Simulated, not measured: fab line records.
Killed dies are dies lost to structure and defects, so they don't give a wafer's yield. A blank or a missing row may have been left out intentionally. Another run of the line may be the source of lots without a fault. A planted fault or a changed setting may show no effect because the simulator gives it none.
Code-filled problem report in 8D (eight disciplines) form / flow sky130 / the parts of the form that need people (team, actions taken, sign-off) are left out

## 1. WHAT WENT WRONG
Mean of spin-speed-rpm at SKY_VT_ADJUST_LVTN_COAT_02: 2088.4 rpm across 6 wafers in 2 lots; on wafers with no fault it is 2000.3 rpm (standard deviation 1.1). Measured from the usual mean, that is +80 standard deviations.
The step: resist thk 3000 nm.
Seen first at day 10 02:18 on litho-track-02, wafer L952.1. Wafers with a number at this step in the record: 36, from 12 lots. Rule for "out" (also "out of limits"): further than 4 standard deviations from the usual mean. Any other wafer with a number is counted as sound.

## 2. WHAT IT IS, WHAT IT ISN'T
question=which readings at this step | is=spin-speed-rpm | is not=-
question=which lots | is=L952, L957 | is not=L940, L941, L942, L944, L947, L948, L956, L958, L959, L961
question=which wafers of those lots | is=all that have a number | is not=-
question=read on which tools | is=litho-track-02 | is not=litho-track-03, litho-track-04
question=when | is=from day 10 02:18 | is not=up to then (18 sound wafers); but 12 sound wafers of L956, L958, L959, L961 came after

## 3. THE SUSPECTS, EACH WITH WHAT RULES IT OUT
Counting: a tool at a process step up to the reading stays a suspect if it ran every lot that is out and no sound lot after the first of them.
- litho-track-02 at SKY_VT_ADJUST_LVTN_COAT_02 (resist thk 3000 nm): kept. It ran every lot that is out, first L952 (day 10 02:18), and no sound lot after that. Out on those wafers are its own readings of spin-speed-rpm.
Remaining after the count: litho-track-02 at SKY_VT_ADJUST_LVTN_COAT_02.

## 4. THE CAUSE (what the simulator had put in)
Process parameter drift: litho-track-02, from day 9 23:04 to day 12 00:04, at SKY_VT_ADJUST_LVTN_COAT_02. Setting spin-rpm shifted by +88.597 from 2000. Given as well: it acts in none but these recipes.
This tool alone remained once counting was done.

## 5. SEQUENCE OF EFFECTS, ordered by route
One row per reading whose mean, taken over the struck wafers that have a number, lies over 3 standard deviations from the usual. Only readings for which the record gives a usual standard deviation are gone through. hours: the time from each lot's start at the first step in this table that gives one to its start at this step, as a median over the lots. sigmas: the change in usual standard deviations.
hours=0; step=SKY_VT_ADJUST_LVTN_COAT_02; reading=spin-speed-rpm; usual=2000.3 rpm; on struck wafers=2088.4; change=+88.1; sigmas=+80
hours=13; step=SKY_VT_ADJUST_LVTN_STRIP_09; reading=strip-time-to-endpoint-s; usual=36.93 s; on struck wafers=36.26; change=-0.67; sigmas=-6.7
The process steps in it:
- SKY_VT_ADJUST_LVTN_COAT_02: resist thk 3000 nm.
- SKY_VT_ADJUST_LVTN_STRIP_09: strips in O2/N2.

## 6. WHAT WOULD HAVE CAUGHT IT SOONER
The fault began at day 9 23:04; the first out-of-limits reading in this record came at day 10 02:18, 3 hours later.
